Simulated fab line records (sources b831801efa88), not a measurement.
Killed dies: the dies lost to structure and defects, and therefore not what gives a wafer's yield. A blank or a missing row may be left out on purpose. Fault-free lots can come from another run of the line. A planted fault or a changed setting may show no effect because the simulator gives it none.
fab line records    flow gf180mcu
[record] lots = 24  wafers = 72  last_day = 34
route steps=602 shown V2@384 M3@412 V3@431 M4@460 M5@535
lots that met no fault: from a run of the same line without faults
start_h: hours from the record's opening day to when the first of the lot's shown wafers began    wait_h: hours from the lot's prior step to this one    " repeats the value in the row above    L1.1+2: a single row standing in for several wafers    - value missing, or start not given    * or withheld: withheld    < > ~ a bound
route shown NAME@n: a module of which the file shows steps, and the number in the route of the first    usual: average and standard deviation across the fault-free wafers    same: alike in all rows    chamber/n: place in a boat    sites: readings site by site    _std_site: how widely they spread, as a standard deviation    _edge_site: the outer-site mean with the inner-site mean subtracted    radius_mm: for every site, how far away it sits from the centre of the wafer    mask NAME#n: copy n    behind: the most recent tool/chamber to have shaped the wafer    hold: what put the lot on hold/how long, in hours/how the hold closed    device: names the non-switching transistor (n, p or np)    end of line: tests of these same wafers at the route's end    a step without rows: its recipe alone    killed: the dies lost at the first sort to structure and to defects; this is not the yield of the wafer    map: per-die view of a wafer (x killed, . not killed, _ where there is no die)
set.NAME: the setting the step ran with; set.NAME@STEP: the setting that earlier step ran with    model.NAME: the simulator's own value behind a step, which no gauge read
route steps across a sampled set of lots; one table per step, one row per wafer
services: when a tool's chamber went out of use (start_h, in hours from the record's first day, below 0 if earlier), for how many hours, and the reason
[[steps]]
[step GF_V2_CVD_02]
[recipe] material = SiO2  target_thk_nm = 850  precursor = TEOS  temp_c = 400  time_s = 94.851  rf_w = 600
[usual] heater_power_w = 595/92
lot.wafer  tool      chamber  start_h  wait_h  heater_power_w  since_wet_clean_h
L074.4     pecvd-04  2        439.15   0.1     538             -
L074.5     "         1        "        "       636             -
L074.6     "         0        "        "       502             -
L075.1     pecvd-04  0        446.02   0.1     593             480
L075.2     "         1        "        "       677             480
L075.3     "         2        "        "       456             480
L076.1     pecvd-01  2        456.67   0.1     656             699
L076.4     "         0        "        "       670             -
L076.5     "         2        "        "       537             -
L077.2     pecvd-04  0        465.91   0.0     510             500
L077.3     "         0        "        "       582             -
L077.6     "         0        "        "       597             -
L078.2     pecvd-04  1        476.98   0.0     583             511
L078.3     "         2        "        "       468             511
L078.5     "         1        "        "       624             -
L079.2     pecvd-04  1        488.26   0.0     572             522
L079.5     "         1        "        "       616             -
L079.6     "         2        "        "       538             -
L080.1     pecvd-03  2        502.40   0.1     689             328
L080.2     "         0        "        "       515             328
L080.4     "         2        "        "       549             -
L081.1     pecvd-01  2        503.25   0.1     583             745
L081.4     "         0        "        "       789             -
L081.5     "         1        "        "       563             -
L082.1     pecvd-03  2        519.41   0.1     630             345
L082.4     "         2        "        "       635             -
L082.5     "         1        "        "       545             -
L083.1     pecvd-01  1        534.21   0.1     522             776
L083.4     "         1        "        "       551             -
L083.6     "         2        "        "       545             -
L084.2     pecvd-03  2        536.30   0.0     660             362
L084.3     "         2        "        "       676             -
L084.4     "         0        "        "       538             -
L085.2     pecvd-01  2        542.72   0.0     639             785
L085.4     "         2        "        "       646             -
L085.6     "         0        "        "       740             -
L086.1     pecvd-01  1        545.65   0.1     497             788
L086.3     "         2        "        "       644             788
L086.4     "         2        "        "       651             -
L087.1     pecvd-03  0        563.37   0.1     440             389
L087.2     "         2        "        "       570             389
L087.6     "         0        "        "       489             -
L088.1     pecvd-01  0        567.15   0.1     840             809
L088.2     "         1        "        "       559             809
L088.5     "         1        "        "       447             -
L089.2     pecvd-04  1        574.18   0.0     667             608
L089.5     "         2        "        "       502             -
L089.6     "         0        "        "       502             -
L090.1     pecvd-03  1        586.03   0.1     643             411
L090.2     "         0        "        "       530             411
L090.6     "         2        "        "       674             -
L091.3     pecvd-03  2        590.39   0.0     691             416
L091.4     "         2        "        "       522             -
L091.6     "         0        "        "       519             -
L092.1     pecvd-03  2        594.37   0.1     559             420
L092.3     "         1        "        "       628             420
L092.5     "         2        "        "       615             -
L093.1     pecvd-01  1        606.02   0.1     544             1
L093.2     "         0        "        "       761             1
L093.4     "         1        "        "       574             -
L094.2     pecvd-03  2        612.43   0.0     688             438
L094.4     "         0        "        "       421             -
L094.6     "         1        "        "       529             -
L095.1     pecvd-03  2        615.85   0.1     575             441
L095.3     "         0        "        "       520             441
L095.4     "         0        "        "       557             -
L096.3     pecvd-03  0        623.97   0.0     461             449
L096.4     "         1        "        "       686             -
L096.6     "         2        "        "       546             -
L097.2     pecvd-01  0        635.54   0.0     737             30
L097.5     "         1        "        "       582             -
L097.6     "         0        "        "       784             -
[step GF_M3_SPUTTER_03]
[recipe] material = Ti  target_thk_nm = 10  substrate_temp_c = 300  chamber_pressure_pa = 0.3  power_w = 3000  time_s = 6.7
[usual] throttle_valve_pct = 30.2/0.97
lot.wafer  tool            chamber  start_h  wait_h  throttle_valve_pct
L074.4     pvd_sputter-04  -        465.61   0.0     31.7
L074.5     "               -        "        "       31.7
L074.6     "               -        "        "       30.3
L075.1     pvd_sputter-02  -        472.39   0.0     30.2
L075.2     "               -        "        "       30.6
L075.3     "               -        "        "       27.5
L076.1     pvd_sputter-04  -        483.46   0.0     29.1
L076.4     "               -        "        "       29.5
L076.5     "               -        "        "       28.7
L077.2     pvd_sputter-02  -        492.07   0.0     30.9
L077.3     "               -        "        "       30.3
L077.6     "               -        "        "       27.8
L078.2     pvd_sputter-01  -        503.34   0.0     30.3
L078.3     "               -        "        "       30.2
L078.5     "               -        "        "       30.2
L079.2     pvd_sputter-01  -        514.51   0.0     30.9
L079.5     "               -        "        "       30.4
L079.6     "               -        "        "       30.9
L080.1     pvd_sputter-01  -        527.22   0.0     30.3
L080.2     "               -        "        "       30.3
L080.4     "               -        "        "       30.8
L081.1     pvd_sputter-04  -        528.81   0.0     31.8
L081.4     "               -        "        "       29.4
L081.5     "               -        "        "       29.1
L082.1     pvd_sputter-04  -        545.22   0.0     30.6
L082.4     "               -        "        "       29.6
L082.5     "               -        "        "       30.1
L083.1     pvd_sputter-04  -        558.74   0.0     31.8
L083.4     "               -        "        "       30.5
L083.6     "               -        "        "       29.3
L084.2     pvd_sputter-02  -        561.52   0.0     30.1
L084.3     "               -        "        "       27.8
L084.4     "               -        "        "       30.5
L085.2     pvd_sputter-01  -        568.09   0.0     30.5
L085.4     "               -        "        "       30.2
L085.6     "               -        "        "       30.4
L086.1     pvd_sputter-01  -        570.59   0.0     30.6
L086.3     "               -        "        "       30.0
L086.4     "               -        "        "       30.5
L087.1     pvd_sputter-04  -        587.19   0.0     29.5
L087.2     "               -        "        "       28.7
L087.6     "               -        "        "       29.3
L088.1     pvd_sputter-01  -        591.33   0.0     30.2
L088.2     "               -        "        "       30.3
L088.5     "               -        "        "       30.5
L089.2     pvd_sputter-04  -        597.19   0.0     28.9
L089.5     "               -        "        "       31.4
L089.6     "               -        "        "       30.3
L090.1     pvd_sputter-04  -        609.40   0.0     29.5
L090.2     "               -        "        "       31.6
L090.6     "               -        "        "       29.4
L091.3     pvd_sputter-01  -        613.40   0.0     29.9
L091.4     "               -        "        "       30.2
L091.6     "               -        "        "       30.1
L092.1     pvd_sputter-02  -        617.70   0.0     30.4
L092.3     "               -        "        "       27.3
L092.5     "               -        "        "       30.8
L093.1     pvd_sputter-01  -        628.29   0.0     30.4
L093.2     "               -        "        "       30.9
L093.4     "               -        "        "       30.4
L094.2     pvd_sputter-01  -        634.62   0.0     30.8
L094.4     "               -        "        "       30.1
L094.6     "               -        "        "       31.0
L095.1     pvd_sputter-01  -        638.42   0.0     30.1
L095.3     "               -        "        "       30.4
L095.4     "               -        "        "       30.9
L096.3     pvd_sputter-01  -        646.41   0.0     31.0
L096.4     "               -        "        "       30.3
L096.6     "               -        "        "       30.4
L097.2     pvd_sputter-02  -        658.10   0.0     30.6
L097.5     "               -        "        "       30.4
L097.6     "               -        "        "       27.5
[step GF_V3_CVD_02]
[recipe] material = SiO2  target_thk_nm = 850  precursor = TEOS  temp_c = 400  time_s = 94.851  rf_w = 600
[usual] heater_power_w = 560/100
lot.wafer  tool      chamber  start_h  wait_h  heater_power_w  since_wet_clean_h
L074.4     pecvd-02  2        490.64   0.1     610             -
L074.5     "         1        "        "       437             -
L074.6     "         0        "        "       552             -
L075.1     pecvd-01  0        497.78   0.1     729             740
L075.2     "         2        "        "       634             740
L075.3     "         1        "        "       522             740
L076.1     pecvd-02  2        508.00   0.1     563             125
L076.4     "         0        "        "       590             -
L076.5     "         2        "        "       592             -
L077.2     pecvd-02  2        516.80   0.0     604             134
L077.3     "         2        "        "       614             -
L077.6     "         2        "        "       480             -
L078.2     pecvd-01  0        528.00   0.0     817             770
L078.3     "         1        "        "       546             770
L078.5     "         0        "        "       653             -
L079.2     pecvd-02  1        538.78   0.0     378             156
L079.5     "         0        "        "       534             -
L079.6     "         2        "        "       605             -
L080.1     pecvd-01  0        550.93   0.1     697             793
L080.2     "         1        "        "       557             793
L080.4     "         2        "        "       656             -
L081.1     pecvd-04  1        553.00   0.1     649             587
L081.4     "         0        "        "       642             -
L081.5     "         1        "        "       669             -
L082.1     pecvd-04  2        568.61   0.1     494             602
L082.4     "         1        "        "       704             -
L082.5     "         2        "        "       520             -
L083.1     pecvd-04  1        581.69   0.1     706             615
L083.4     "         0        "        "       567             -
L083.6     "         1        "        "       538             -
L084.2     pecvd-04  2        584.28   0.0     420             618
L084.3     "         0        "        "       524             618
L084.4     "         0        "        "       582             -
L085.2     pecvd-02  1        590.45   0.0     400             208
L085.4     "         0        "        "       569             -
L085.6     "         2        "        "       495             -
L086.1     pecvd-04  2        593.22   0.1     552             627
L086.3     "         0        "        "       626             627
L086.4     "         1        "        "       629             -
L087.1     pecvd-04  2        609.44   0.1     537             643
L087.2     "         1        "        "       673             643
L087.6     "         1        "        "       709             -
L088.1     pecvd-01  2        613.44   0.1     569             8
L088.2     "         0        "        "       754             8
L088.5     "         1        "        "       471             -
L089.2     pecvd-02  0        619.08   0.0     574             236
L089.5     "         0        "        "       586             -
L089.6     "         2        "        "       545             -
L090.1     pecvd-02  2        629.94   0.1     596             247
L090.2     "         1        "        "       355             247
L090.6     "         1        "        "       392             -
L091.3     pecvd-02  1        634.27   0.0     418             251
L091.4     "         1        "        "       446             -
L091.6     "         0        "        "       578             -
L092.1     pecvd-04  1        638.95   0.1     693             673
L092.3     "         0        "        "       614             673
L092.5     "         1        "        "       546             -
L093.1     pecvd-02  0        649.46   0.1     575             267
L093.2     "         2        "        "       577             267
L093.4     "         0        "        "       599             -
L094.2     pecvd-04  2        655.45   0.0     546             689
L094.4     "         1        "        "       704             -
L094.6     "         0        "        "       573             -
L095.1     pecvd-01  2        659.22   0.1     627             54
L095.3     "         0        "        "       749             54
L095.4     "         1        "        "       545             -
L096.3     pecvd-01  0        666.68   0.0     736             62
L096.4     "         1        "        "       532             -
L096.6     "         2        "        "       574             -
L097.2     pecvd-01  0        678.07   0.0     665             73
L097.5     "         1        "        "       478             -
L097.6     "         0        "        "       751             -
[step GF_V3_ETCH_16]
[recipe] chemistry = N2/H2  target_depth_a = withheld  overetch_a = withheld  time_s = withheld  target = BARC  ion_energy_ev = 200  source_w = 500  bias_w = 103.7  pressure_mtorr = 30  n2_flow_sccm = 100  h2_flow_sccm = 200
[usual] bias_w = 103.68/0.28  chamber_pressure_mTorr = 30.00/0.035  drypump_motor_current_A = 5.8/0.51  oes_product_au = 0.855/0.005  throttle_valve_pct = 13.224/0.0089
lot.wafer  tool         chamber  start_h  wait_h  bias_w  chamber_pressure_mTorr  drypump_motor_current_A  oes_product_au  throttle_valve_pct
L074.4     rie_diel-01  1        514.96   0.0     103.98  30.03                   6.4                      0.860           13.235
L074.5     "            0        "        "       103.77  30.04                   5.7                      0.850           13.228
L074.6     "            1        "        "       103.62  30.00                   6.5                      0.847           13.218
L075.1     rie_diel-02  2        522.19   0.0     103.52  30.02                   6.2                      0.853           13.236
L075.2     "            1        "        "       103.58  30.02                   5.3                      0.852           13.226
L075.3     "            3        "        "       102.94  29.99                   5.9                      0.855           13.230
L076.1     rie_diel-04  3        531.66   0.0     103.73  30.04                   5.4                      0.852           13.231
L076.4     "            2        "        "       103.62  30.03                   5.4                      0.855           13.224
L076.5     "            2        "        "       103.90  30.04                   5.3                      0.851           13.219
L077.2     rie_diel-01  0        540.91   0.0     104.17  29.98                   5.7                      0.856           13.221
L077.3     "            1        "        "       103.57  29.99                   6.5                      0.856           13.229
L077.6     "            1        "        "       103.21  30.03                   6.5                      0.859           13.219
L078.2     rie_diel-02  0        551.26   0.0     103.76  29.99                   5.7                      0.852           13.220
L078.3     "            2        "        "       103.29  30.02                   6.2                      0.862           13.230
L078.5     "            2        "        "       103.49  30.01                   6.2                      0.856           13.213
L079.2     rie_diel-04  1        561.49   0.0     103.59  30.01                   5.0                      0.856           13.220
L079.5     "            2        "        "       103.98  30.00                   5.4                      0.851           13.233
L079.6     "            1        "        "       103.60  30.01                   5.0                      0.859           13.210
L080.1     rie_diel-01  2        573.74   0.0     103.86  30.02                   5.9                      0.855           13.205
L080.2     "            3        "        "       103.60  30.00                   5.9                      0.845           13.211
L080.4     "            0        "        "       103.63  29.98                   5.7                      0.854           13.240
L081.1     rie_diel-04  2        575.56   0.0     103.91  29.98                   5.3                      0.855           13.223
L081.4     "            3        "        "       103.97  29.99                   5.4                      0.854           13.221
L081.5     "            1        "        "       103.46  30.03                   5.0                      0.863           13.244
L082.1     rie_diel-04  2        591.21   0.0     103.84  30.00                   5.4                      0.847           13.227
L082.4     "            3        "        "       103.74  30.01                   5.4                      0.855           13.218
L082.5     "            0        "        "       103.68  30.01                   6.7                      0.848           13.212
L083.1     rie_diel-01  3        603.04   0.0     103.92  30.01                   5.9                      0.855           13.231
L083.4     "            1        "        "       103.31  29.98                   6.5                      0.855           13.232
L083.6     "            3        "        "       103.58  30.02                   5.9                      0.845           13.225
L084.2     rie_diel-04  3        605.51   0.0     103.33  30.01                   5.4                      0.857           13.211
L084.3     "            1        "        "       103.51  30.02                   5.0                      0.847           13.228
L084.4     "            0        "        "       103.88  29.98                   6.6                      0.852           13.224
L085.2     rie_diel-01  2        612.24   0.0     103.57  29.97                   5.9                      0.848           13.223
L085.4     "            0        "        "       103.25  29.78                   5.7                      0.849           13.223
L085.6     "            2        "        "       103.05  30.01                   6.0                      0.846           13.233
L086.1     rie_diel-04  0        615.46   0.0     103.28  30.24                   6.7                      0.859           13.234
L086.3     "            3        "        "       103.99  29.99                   5.4                      0.847           13.229
L086.4     "            1        "        "       103.29  29.99                   5.0                      0.860           13.222
L087.1     rie_diel-02  3        629.81   0.0     103.50  30.04                   5.9                      0.852           13.223
L087.2     "            1        "        "       103.72  29.99                   5.3                      0.854           13.241
L087.6     "            0        "        "       104.14  30.01                   5.7                      0.855           13.221
L088.1     rie_diel-02  3        634.41   0.0     103.69  30.01                   5.9                      0.860           13.230
L088.2     "            0        "        "       103.54  29.99                   5.7                      0.854           13.210
L088.5     "            3        "        "       103.93  30.00                   5.9                      0.856           13.222
L089.2     rie_diel-01  2        640.61   0.0     103.88  30.00                   5.9                      0.865           13.229
L089.5     "            2        "        "       103.72  29.97                   5.9                      0.852           13.229
L089.6     "            3        "        "       104.12  29.96                   6.0                      0.849           13.236
L090.1     rie_diel-02  2        650.66   0.0     103.65  30.00                   6.3                      0.853           13.227
L090.2     "            0        "        "       103.92  30.01                   5.7                      0.859           13.215
L090.6     "            3        "        "       103.63  29.99                   5.9                      0.869           13.224
L091.3     rie_diel-04  2        655.01   0.0     103.90  30.01                   5.4                      0.861           13.216
L091.4     "            0        "        "       103.09  30.03                   6.7                      0.861           13.220
L091.6     "            1        "        "       103.83  29.98                   5.0                      0.861           13.235
L092.1     rie_diel-04  1        659.94   0.0     103.75  29.95                   5.0                      0.856           13.212
L092.3     "            3        "        "       104.06  30.00                   5.4                      0.860           13.213
L092.5     "            0        "        "       104.03  30.05                   6.7                      0.860           13.225
L093.1     rie_diel-04  3        669.36   0.0     103.70  29.97                   5.4                      0.850           13.217
L093.2     "            1        "        "       103.85  29.97                   5.0                      0.857           13.232
L093.4     "            2        "        "       103.67  29.99                   5.4                      0.851           13.226
L094.2     rie_diel-02  0        675.56   0.0     103.70  30.02                   5.7                      0.860           13.247
L094.4     "            1        "        "       104.12  30.03                   5.3                      0.856           13.222
L094.6     "            3        "        "       103.64  30.02                   5.9                      0.863           13.241
L095.1     rie_diel-01  3        678.85   0.0     103.56  29.99                   6.0                      0.854           13.209
L095.3     "            2        "        "       103.67  29.97                   5.9                      0.849           13.215
L095.4     "            1        "        "       103.97  29.99                   6.4                      0.859           13.234
L096.3     rie_diel-04  2        685.45   0.0     103.81  29.96                   5.4                      0.850           13.203
L096.4     "            3        "        "       103.82  30.00                   5.4                      0.847           13.226
L096.6     "            1        "        "       103.81  30.02                   5.0                      0.855           13.225
L097.2     rie_diel-02  1        697.06   0.0     104.05  30.03                   5.3                      0.860           13.208
L097.5     "            0        "        "       102.76  30.02                   5.7                      0.862           13.206
L097.6     "            3        "        "       103.72  30.01                   5.9                      0.856           13.232
[step GF_M4_SPUTTER_04]
[recipe] material = TiN  target_thk_nm = 50  power_w = 6500  time_s = 41.7  chamber_pressure_pa = 0.4
[usual] throttle_valve_pct = 30.1/0.83
lot.wafer  tool            chamber  start_h  wait_h  throttle_valve_pct
L074.4     pvd_sputter-03  -        516.51   0.0     30.0
L074.5     "               -        "        "       29.3
L074.6     "               -        "        "       29.7
L075.1     pvd_sputter-03  -        523.73   0.0     30.2
L075.2     "               -        "        "       29.8
L075.3     "               -        "        "       29.2
L076.1     pvd_sputter-03  -        533.21   0.0     30.4
L076.4     "               -        "        "       29.5
L076.5     "               -        "        "       30.0
L077.2     pvd_sputter-04  -        542.45   0.0     30.5
L077.3     "               -        "        "       28.9
L077.6     "               -        "        "       28.4
L078.2     pvd_sputter-01  -        552.80   0.0     31.0
L078.3     "               -        "        "       29.8
L078.5     "               -        "        "       30.4
L079.2     pvd_sputter-04  -        563.13   0.0     29.1
L079.5     "               -        "        "       31.7
L079.6     "               -        "        "       30.4
L080.1     pvd_sputter-01  -        575.27   0.0     30.2
L080.2     "               -        "        "       31.0
L080.4     "               -        "        "       30.0
L081.1     pvd_sputter-03  -        577.09   0.0     29.2
L081.4     "               -        "        "       29.6
L081.5     "               -        "        "       29.7
L082.1     pvd_sputter-04  -        592.74   0.0     29.1
L082.4     "               -        "        "       30.4
L082.5     "               -        "        "       29.2
L083.1     pvd_sputter-04  -        604.61   0.0     30.6
L083.4     "               -        "        "       31.6
L083.6     "               -        "        "       30.4
L084.2     pvd_sputter-01  -        607.07   0.0     30.1
L084.3     "               -        "        "       30.2
L084.4     "               -        "        "       30.9
L085.2     pvd_sputter-03  -        613.77   0.0     30.0
L085.4     "               -        "        "       29.7
L085.6     "               -        "        "       30.2
L086.1     pvd_sputter-04  -        617.15   0.0     29.2
L086.3     "               -        "        "       31.9
L086.4     "               -        "        "       28.9
L087.1     pvd_sputter-04  -        631.34   0.0     29.5
L087.2     "               -        "        "       29.0
L087.6     "               -        "        "       30.3
L088.1     pvd_sputter-04  -        635.95   0.0     30.4
L088.2     "               -        "        "       28.8
L088.5     "               -        "        "       29.4
L089.2     pvd_sputter-04  -        642.29   0.0     29.3
L089.5     "               -        "        "       29.1
L089.6     "               -        "        "       29.3
L090.1     pvd_sputter-01  -        652.23   0.0     30.1
L090.2     "               -        "        "       30.2
L090.6     "               -        "        "       30.5
L091.3     pvd_sputter-01  -        656.59   0.0     30.6
L091.4     "               -        "        "       30.1
L091.6     "               -        "        "       30.2
L092.1     pvd_sputter-04  -        661.47   0.0     28.7
L092.3     "               -        "        "       29.1
L092.5     "               -        "        "       28.9
L093.1     pvd_sputter-04  -        670.89   0.0     28.9
L093.2     "               -        "        "       29.3
L093.4     "               -        "        "       31.8
L094.2     pvd_sputter-01  -        677.10   0.0     31.0
L094.4     "               -        "        "       30.2
L094.6     "               -        "        "       30.4
L095.1     pvd_sputter-01  -        680.55   0.0     30.9
L095.3     "               -        "        "       30.2
L095.4     "               -        "        "       30.4
L096.3     pvd_sputter-04  -        686.99   0.0     31.8
L096.4     "               -        "        "       28.9
L096.6     "               -        "        "       30.5
L097.2     pvd_sputter-03  -        698.59   0.0     30.0
L097.5     "               -        "        "       29.5
L097.6     "               -        "        "       29.2
[step GF_M5_ETCH_09]
[recipe] chemistry = CF4/O2  target = Si3N4  target_depth_nm = 52  source_w = 800  bias_w = 150  pressure_mtorr = 150  cf4_flow_sccm = 80  O2_flow_sccm = 10  time_s = 11.6
[usual] bias_w = 150.0/0.49  chamber_pressure_mTorr = 150.00/0.13  drypump_motor_current_A = 5.8/0.46  oes_product_au = 0.996/0.014  throttle_valve_pct = 5.969/0.0097
lot.wafer  tool         chamber  start_h  wait_h  bias_w  chamber_pressure_mTorr  drypump_motor_current_A  oes_product_au  rf_hours_counter_h  throttle_valve_pct
L074.4     rie_diel-01  3        608.76   0.0     150.6   150.16                  5.9                      0.984           33                  5.968
L074.5     "            2        "        "       149.6   149.80                  5.9                      0.991           -                   5.964
L074.6     "            1        "        "       149.4   149.99                  6.4                      1.003           -                   5.963
L075.1     rie_diel-02  0        615.39   0.0     149.4   149.89                  5.7                      1.016           4                   5.973
L075.2     "            2        "        "       150.1   149.89                  6.2                      0.992           13                  5.968
L075.3     "            3        "        "       150.1   149.89                  5.9                      1.014           4                   5.977
L076.1     rie_diel-02  0        623.39   0.0     149.2   150.10                  5.7                      1.019           4                   5.968
L076.4     "            3        "        "       150.0   150.00                  5.9                      1.022           4                   5.986
L076.5     "            1        "        "       151.0   150.06                  5.2                      0.988           -                   5.965
L077.2     rie_diel-03  2        632.51   0.0     149.8   149.77                  5.1                      1.004           18                  5.965
L077.3     "            3        "        "       150.0   149.99                  5.5                      0.983           47                  5.963
L077.6     "            0        "        "       150.4   149.80                  5.0                      0.968           -                   5.952
L078.2     rie_diel-03  2        642.09   0.0     150.1   150.02                  5.1                      1.005           18                  5.972
L078.3     "            1        "        "       149.7   150.08                  6.4                      1.010           18                  5.958
L078.5     "            2        "        "       150.6   150.21                  5.1                      0.996           -                   5.971
L079.2     rie_diel-01  1        651.61   0.0     150.2   150.00                  6.4                      1.005           9                   5.956
L079.5     "            2        "        "       149.4   150.09                  6.0                      0.985           -                   5.965
L079.6     "            3        "        "       150.6   150.08                  5.9                      0.979           -                   5.962
L080.1     rie_diel-01  1        660.91   0.0     150.4   150.03                  6.4                      1.004           9                   5.971
L080.2     "            2        "        "       149.3   149.81                  5.9                      0.993           13                  5.976
L080.4     "            0        "        "       149.6   149.96                  5.7                      1.007           47                  5.985
L081.1     rie_diel-01  1        661.61   0.0     149.6   150.18                  6.4                      1.008           9                   5.968
L081.4     "            2        "        "       150.2   150.08                  5.9                      0.991           13                  5.974
L081.5     "            1        "        "       150.0   150.03                  6.4                      1.003           -                   5.952
L082.1     rie_diel-03  2        676.69   0.0     149.9   150.23                  5.1                      0.981           19                  5.961
L082.4     "            1        "        "       150.2   149.87                  6.4                      1.006           19                  5.970
L082.5     "            0        "        "       149.7   149.83                  5.0                      0.979           -                   5.961
L083.1     rie_diel-02  1        687.35   0.0     149.8   149.95                  5.3                      1.000           1                   5.954
L083.4     "            0        "        "       149.3   149.97                  5.7                      1.019           6                   6.002
L083.6     "            2        "        "       150.4   150.07                  6.3                      0.996           -                   5.952
L084.2     rie_diel-01  3        689.49   0.0     150.2   150.34                  5.9                      0.994           35                  5.968
L084.3     "            1        "        "       149.5   149.90                  6.4                      1.012           10                  5.981
L084.4     "            0        "        "       150.1   149.81                  5.7                      1.009           48                  5.972
L085.2     rie_diel-01  0        696.20   0.0     151.0   150.05                  5.7                      1.005           48                  5.964
L085.4     "            1        "        "       149.7   149.96                  6.4                      1.021           11                  5.971
L085.6     "            0        "        "       150.5   149.85                  5.7                      1.013           -                   5.955
L086.1     rie_diel-01  1        699.05   0.0     150.4   149.94                  6.4                      1.015           11                  5.961
L086.3     "            3        "        "       149.9   150.15                  6.0                      0.986           36                  5.970
L086.4     "            2        "        "       149.9   149.98                  5.9                      0.992           15                  5.959
L087.1     rie_diel-03  3        712.34   0.0     149.8   149.90                  5.5                      0.975           50                  5.984
L087.2     "            0        "        "       150.2   150.04                  5.0                      0.992           10                  5.968
L087.6     "            2        "        "       150.2   149.87                  5.1                      0.996           -                   5.977
L088.1     rie_diel-03  1        716.34   0.0     149.1   150.34                  6.4                      1.009           21                  5.978
L088.2     "            2        "        "       150.1   149.88                  5.1                      0.993           21                  5.976
L088.5     "            3        "        "       149.6   150.13                  5.5                      0.974           -                   5.961
L089.2     rie_diel-03  1        721.55   0.0     150.4   149.71                  6.5                      0.999           21                  5.960
L089.5     "            2        "        "       149.4   150.18                  5.1                      0.993           -                   5.963
L089.6     "            1        "        "       150.2   149.99                  6.4                      1.008           -                   5.980
L090.1     rie_diel-01  1        730.46   0.0     149.8   149.88                  6.4                      1.009           12                  5.980
L090.2     "            0        "        "       150.5   149.81                  5.7                      1.010           49                  5.968
L090.6     "            1        "        "       149.8   150.00                  6.4                      1.021           -                   5.990
L091.3     rie_diel-01  1        734.04   0.0     150.4   149.96                  6.4                      1.014           12                  5.982
L091.4     "            2        "        "       150.4   149.98                  5.9                      0.977           16                  5.977
L091.6     "            3        "        "       150.1   149.92                  5.9                      0.989           -                   5.969
L092.1     rie_diel-01  0        739.11   0.0     149.9   149.97                  5.6                      1.016           50                  5.968
L092.3     "            3        "        "       150.3   150.17                  5.9                      0.989           37                  5.973
L092.5     "            0        "        "       150.0   150.07                  5.7                      1.019           -                   5.985
L093.1     rie_diel-02  2        746.46   0.0     149.6   150.01                  6.2                      0.973           17                  5.955
L093.2     "            3        "        "       149.5   150.16                  5.9                      1.001           9                   5.966
L093.4     "            1        "        "       150.6   149.89                  5.3                      0.987           4                   5.958
L094.2     rie_diel-01  1        751.06   0.0     149.9   149.97                  6.4                      1.028           12                  5.974
L094.4     "            0        "        "       149.8   150.13                  5.7                      1.011           50                  5.977
L094.6     "            3        "        "       149.7   150.06                  5.9                      0.993           -                   5.952
L095.1     rie_diel-03  1        756.14   0.0     149.6   149.94                  6.4                      1.013           23                  5.964
L095.3     "            0        "        "       149.7   150.01                  5.0                      0.983           12                  5.965
L095.4     "            1        "        "       149.7   150.07                  6.4                      1.005           -                   5.978
L096.3     rie_diel-01  1        761.30   0.0     149.6   149.83                  6.4                      1.011           13                  5.973
L096.4     "            1        "        "       150.1   149.90                  6.4                      1.023           -                   5.979
L096.6     "            3        "        "       148.9   149.82                  5.9                      0.987           -                   5.990
L097.2     rie_diel-01  3        771.80   0.0     149.7   150.24                  5.9                      0.984           39                  5.972
L097.5     "            2        "        "       150.4   149.98                  5.9                      0.998           -                   5.968
L097.6     "            1        "        "       150.1   149.97                  6.4                      1.026           -                   5.976
[[services]]
tool            chamber  start_h  hours  kind
pvd_sputter-01  -        429.76   3.0    repair
rie_diel-01     2        434.02   6.4    repair
pecvd-04        1        451.70   22.8   repair
pecvd-01        -        457.53   13.4   repair
rie_diel-01     2        459.83   2.4    repair
pvd_sputter-01  -        478.90   2.3    repair
rie_diel-01     2        488.69   8.1    repair
pvd_sputter-01  -        490.01   11.6   repair
pvd_sputter-04  -        529.79   0.6    repair
rie_diel-01     -        529.95   2.8    pm
rie_diel-01     2        540.44   3.1    repair
pecvd-01        2        553.50   16.8   repair
rie_diel-01     1        554.65   4.8    repair
rie_diel-01     -        580.33   0.1    repair
pecvd-01        -        584.93   6.0    pm
rie_diel-01     2        585.82   5.7    repair
pecvd-01        -        591.12   14.0   pm
pecvd-01        0        620.38   5.8    repair
pecvd-01        2        624.26   6.2    repair
rie_diel-01     3        644.59   5.8    repair
pvd_sputter-04  -        675.54   7.7    repair
rie_diel-01     1        710.24   2.6    repair
rie_diel-01     -        712.51   4.3    pm
pvd_sputter-01  -        746.95   3.4    repair
[[key]]
fault none
